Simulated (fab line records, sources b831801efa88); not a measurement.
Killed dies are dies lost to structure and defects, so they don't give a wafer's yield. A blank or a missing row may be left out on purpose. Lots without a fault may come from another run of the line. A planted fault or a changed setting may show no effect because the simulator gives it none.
Which tool did it? | flow sky130 | 11 lots, 31 wafers sampled, at 6 steps of a route of 708

WHAT THE GAUGES READ, wafer by wafer
SKY_POLY_GATE_CD_MEAS_13: target cd 150 nm.
lot  | measured     | on        | cd_nm (nm)
L477 | day 16 22:59 | cd_sem-02 | 151.7 152.6 151.3
L478 | day 17 00:37 | cd_sem-01 | 146.9 147.3 147.1
L479 | day 17 09:17 | cd_sem-01 | 149.2 150.5 147.2
L481 | day 18 08:28 | cd_sem-01 | 151.0 149.8 150.0
L482 | day 18 14:51 | cd_sem-01 | 150.2 151.3 149.6
L490 | day 21 22:47 | cd_sem-02 | 150.0 150.4
L492 | day 22 14:13 | cd_sem-01 | 150.2 150.5
L494 | day 23 03:47 | cd_sem-02 | 146.7 146.1 146.7
L496 | day 23 12:54 | cd_sem-02 | 150.0 149.4 150.3
L497 | day 24 00:41 | cd_sem-02 | 149.9 150.9 151.3
L498 | day 24 03:34 | cd_sem-01 | 150.2 149.5 149.3

SKY_CONTACT_THK_MEAS_01.
lot  | measured     | on            | CONTACT_CVD_00_THK (nm)
L477 | day 30 21:29 | film_metro-01 | 74.8 76.6 75.9
L478 | day 31 02:52 | film_metro-01 | 75.4 74.2 74.2
L479 | day 31 07:05 | film_metro-01 | 73.9 75.6 76.0
L481 | day 32 05:07 | film_metro-02 | 75.4 75.8 76.0
L482 | day 32 09:47 | film_metro-01 | 74.3 74.5 75.5
L490 | day 35 09:11 | film_metro-02 | 103.5 76.6 103.4 76.6
L492 | day 35 19:14 | film_metro-03 | 103.1 75.5 103.1 75.6
L494 | day 36 06:59 | film_metro-02 | 75.5 76.1 75.5
L496 | day 36 15:50 | film_metro-02 | 74.5 74.8 75.0
L497 | day 37 05:29 | film_metro-03 | 73.6 76.3 75.7
L498 | day 37 07:32 | film_metro-02 | 73.6 73.9 74.8

SKY_METAL3_CD_MEAS_13: target cd 300 nm.
lot  | measured     | on        | cd_nm (nm)
L477 | day 39 00:56 | cd_sem-02 | 299.4 298.7 299.6
L478 | day 39 04:10 | cd_sem-01 | 298.5 299.6 298.9
L479 | day 39 07:51 | cd_sem-01 | 296.6 297.1 297.7
L481 | day 40 04:40 | cd_sem-02 | 299.5 299.8 301.0
L482 | day 40 08:46 | cd_sem-02 | 300.9 302.4 302.7
L490 | day 42 23:42 | cd_sem-01 | 300.9
L492 | day 43 09:00 | cd_sem-02 | 298.4
L494 | day 43 19:02 | cd_sem-01 | 300.0 299.1 299.9
L496 | day 44 00:05 | cd_sem-02 | 297.1 299.7 298.8
L497 | day 44 12:55 | cd_sem-01 | 300.2 300.2 300.3
L498 | day 44 16:07 | cd_sem-01 | 299.9 301.7 300.8

WHICH TOOL RAN EACH LOT (tool, then ch and the chambers of the sampled wafers, then the start)
lot  | SKY_FIELD_ISO_STRIP_16              | SKY_CONTACT_CVD_00              | SKY_CONTACT_ETCH_18
L477 | plasma_asher-03 ch 0, day 2 12:46   | pecvd-04 ch 0,2, day 30 21:27   | rie_diel-01 ch 2,3, day 39 00:56 or earlier
L478 | plasma_asher-04 ch 0,1, day 2 13:38 | pecvd-01 ch 0,1,2, day 31 02:49 | rie_diel-04 ch 0,2,3, day 39 04:10 or earlier
L479 | plasma_asher-03 ch 0,1, day 2 14:48 | pecvd-04 ch 1,2, day 31 07:03   | rie_diel-01 ch 1,2, day 39 07:51 or earlier
L481 | plasma_asher-01 ch 0,1, day 3 07:11 | pecvd-04 ch 0,1,2, day 32 05:05 | rie_diel-04 ch 1,2,3, day 40 04:40 or earlier
L482 | plasma_asher-01 ch 0, day 3 13:38   | pecvd-02 ch 1,2, day 32 09:44   | rie_diel-01 ch 1,2,3, day 40 08:46 or earlier
L490 | plasma_asher-04 ch 1, day 5 07:04   | pecvd-04 ch 0,2, day 35 09:09   | rie_diel-04 ch 1, day 42 23:42 or earlier
L492 | plasma_asher-01 ch 0, day 5 21:00   | pecvd-04 ch 2, day 35 19:12     | rie_diel-04 ch 2,3, day 43 09:00 or earlier
L494 | plasma_asher-04 ch 0,1, day 6 05:29 | pecvd-02 ch 0,2, day 36 06:56   | rie_diel-04 ch 0,1,3, day 43 19:02 or earlier
L496 | plasma_asher-01 ch 0,1, day 6 12:47 | pecvd-02 ch 0,2, day 36 15:47   | rie_diel-03 ch 0,2,3, day 44 00:05 or earlier
L497 | plasma_asher-01 ch 0,1, day 6 16:56 | pecvd-01 ch 0,1, day 37 05:26   | rie_diel-01 ch 1,2,3, day 44 12:55 or earlier
L498 | plasma_asher-03 ch 0,1, day 7 00:53 | pecvd-02 ch 0,2, day 37 07:30   | rie_diel-04 ch 0,1,2, day 44 16:07 or earlier
- SKY_FIELD_ISO_STRIP_16: strips in O2/N2.
- SKY_CONTACT_CVD_00: deposits Si3N4, target thk 75 nm.
- SKY_CONTACT_ETCH_18: etches Si3N4 in CHF3/O2, stops on TiN, time 39 s, target depth 75 nm.

WHAT THE TOOLS THEMSELVES READ (means of the sampled wafers that have a number; where no wafer has one, the mark that the record gives instead)
SKY_FIELD_ISO_STRIP_16.
lot  | tool            | drypump_motor_current_A (A) | oes_product_au (a.u.) | strip_time_to_endpoint_s (s)
L477 | plasma_asher-03 | 5.37                        | 0.378                 | 3.538
L478 | plasma_asher-04 | 5.81                        | 0.377                 | 3.562
L479 | plasma_asher-03 | 5.33                        | 0.382                 | 3.560
L481 | plasma_asher-01 | 5.67                        | 0.375                 | 3.526
L482 | plasma_asher-01 | 5.36                        | 0.377                 | 3.579
L490 | plasma_asher-04 | 5.86                        | 0.377                 | 3.534
L492 | plasma_asher-01 | 5.35                        | 0.382                 | 3.580
L494 | plasma_asher-04 | 5.81                        | 0.378                 | 3.525
L496 | plasma_asher-01 | 5.66                        | 0.377                 | 3.573
L497 | plasma_asher-01 | 5.65                        | 0.376                 | 3.533
L498 | plasma_asher-03 | 5.32                        | 0.376                 | 3.516

SKY_CONTACT_CVD_00.
lot  | tool     | heater_power_w (W) | rf_fwd_power_W (W)
L477 | pecvd-04 | 566                | 443.7
L478 | pecvd-01 | 743                | 443.9
L479 | pecvd-04 | 639                | 442.5
L481 | pecvd-04 | 606                | 444.8
L482 | pecvd-02 | 669                | 444.8
L490 | pecvd-04 | 632                | 445.2
L492 | pecvd-04 | 637                | 445.8
L494 | pecvd-02 | 760                | 442.3
L496 | pecvd-02 | 714                | 443.1
L497 | pecvd-01 | 739                | 443.1
L498 | pecvd-02 | 711                | 446.2

SKY_CONTACT_ETCH_18.
lot  | tool        | chf3_flow_sccm (sccm) | drypump_motor_current_A (A) | oes_product_au (a.u.) | rf_fwd_power_W (W) | throttle_valve_pct (%)
L477 | rie_diel-01 | 50.08                 | 5.8                         | 0.858                 | 594.9              | 8.795
L478 | rie_diel-04 | 49.97                 | 5.8                         | 0.855                 | 596.4              | 8.794
L479 | rie_diel-01 | 49.96                 | 5.7                         | 0.857                 | 591.4              | 8.793
L481 | rie_diel-04 | 49.99                 | 5.9                         | 0.856                 | 594.4              | 8.787
L482 | rie_diel-01 | 49.93                 | 5.7                         | 0.850                 | 593.1              | 8.791
L490 | rie_diel-04 | 50.11                 | 6.1                         | 0.932                 | 596.2              | 8.810
L492 | rie_diel-04 | 49.95                 | 5.8                         | 0.925                 | 597.2              | 8.817
L494 | rie_diel-04 | 50.08                 | 6.0                         | 0.861                 | 594.4              | 8.800
L496 | rie_diel-03 | 49.91                 | 5.9                         | 0.849                 | 593.7              | 8.778
L497 | rie_diel-01 | 49.95                 | 5.7                         | 0.857                 | 594.8              | 8.790
L498 | rie_diel-04 | 49.96                 | 5.7                         | 0.846                 | 591.1              | 8.786

THE ANSWER, worked out from the rows above alone
Rule: what is usual is taken from the lots themselves. Put in order of their means at a reading, lots are off if they are a third of the lots or fewer, leave a main group of 4 or more, and stand apart from it by a gap of 3 or more times the standard deviation of the main group's means; of several such gaps the widest counts. A main group whose means are all the same, to the digits that the tables above print for the reading, isn't used. A lot without any number at a reading at which 4 lots or more have one is off too. The other lots that the step has rows for count as sound. The gauges are gone through in route order, then the tools' own readings, and for those a lot's mean is taken as printed above. The first step at which some lot is off is used, and at that step the reading that is off furthest; a lot without a number counts as furthest.
Off: L490, L492, at SKY_CONTACT_THK_MEAS_01 (CONTACT_CVD_00_THK). The main group: mean 75.1 nm, standard deviation 0.55.
A tool fits if, at a process step before that reading, it ran every lot that is off, and no sound lot after the first of them. The gauges at SKY_CONTACT_THK_MEAS_01 aren't tried: what is off there is off at SKY_CONTACT_ETCH_18 too, on other tools, and a gauge's error can't cause that. One fits: pecvd-04 at SKY_CONTACT_CVD_00. Its last sound lot is L481 (day 32 05:05), its first lot that is off L490 (day 35 09:09): a fault that began between those two fits.

WHAT THE SIMULATOR HAD PUT IN
Process parameter drift: pecvd-04, from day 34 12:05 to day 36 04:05, at SKY_CONTACT_CVD_00. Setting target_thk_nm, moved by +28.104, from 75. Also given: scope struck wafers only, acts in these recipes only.
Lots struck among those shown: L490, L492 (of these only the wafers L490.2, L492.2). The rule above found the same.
